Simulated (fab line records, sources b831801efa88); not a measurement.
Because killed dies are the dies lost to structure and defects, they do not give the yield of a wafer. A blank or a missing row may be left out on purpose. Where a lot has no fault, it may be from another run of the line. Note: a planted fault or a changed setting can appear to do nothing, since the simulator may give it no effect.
Chamber matching ; flow gf180mcu ; GF_V1_CMP_26 on cmp-02 has 4 sister chambers
The step polishes, stops on SiO2, t overpolish 15 s, target thk 0 nm. 8 wafers are shown with their chamber, then 7 later ones without.

## WAFERS WITH THEIR CHAMBER
wafer;chamber;motor_current_A (A);time_to_endpoint_s (s)
L078.4;3;10.0;88
L079.3;2;11.0;85
L079.4;0;10.8;88
L082.1;1;12.2;87
L082.3;0;11.4;87
L082.4;2;10.4;85
L083.1;1;12.1;84
L083.4;3;10.3;82

## WAFERS WHOSE CHAMBER IS MISSING
wafer;motor_current_A (A);time_to_endpoint_s (s)
L083.5;10.3;80
L085.2;11.4;79
L085.5;10.9;83
L085.6;12.6;87
L091.3;11.2;91
L091.4;10.7;79
L091.6;10.4;85

## CHAMBER TAKEN BY EACH
wafer;from the rows above;in truth
L083.5;can't be placed: 3 or 2 or 0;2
L085.2;can't be placed: 2 or 1 or 0 or 3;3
L085.5;can't be placed: 2 or 0 or 3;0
L085.6;1;1
L091.3;can't be placed: 0 or 2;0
L091.4;can't be placed: 2 or 3 or 0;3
L091.6;can't be placed: 3 or 2 or 0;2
Correctly placed: 1 of 7. Unplaceable from these rows: 6, with the true chamber sitting among the candidates in 6. 0 placed wrongly.
How it was worked out, from the rows above alone: a wafer's distance from a chamber is the root of the sum, over the readings, of the square of ((its reading less the chamber's mean) divided by the reading's scatter). If the next closest chamber is less than 2 further off than the closest, the wafer can't be placed; otherwise it belongs to the closest. For every chamber, the mean is computed from those of its wafers that are shown. The scatter is the square root of a quotient: the sum, over the shown wafers, of each reading's squared deviation from its chamber's mean, divided by wafers minus chambers.
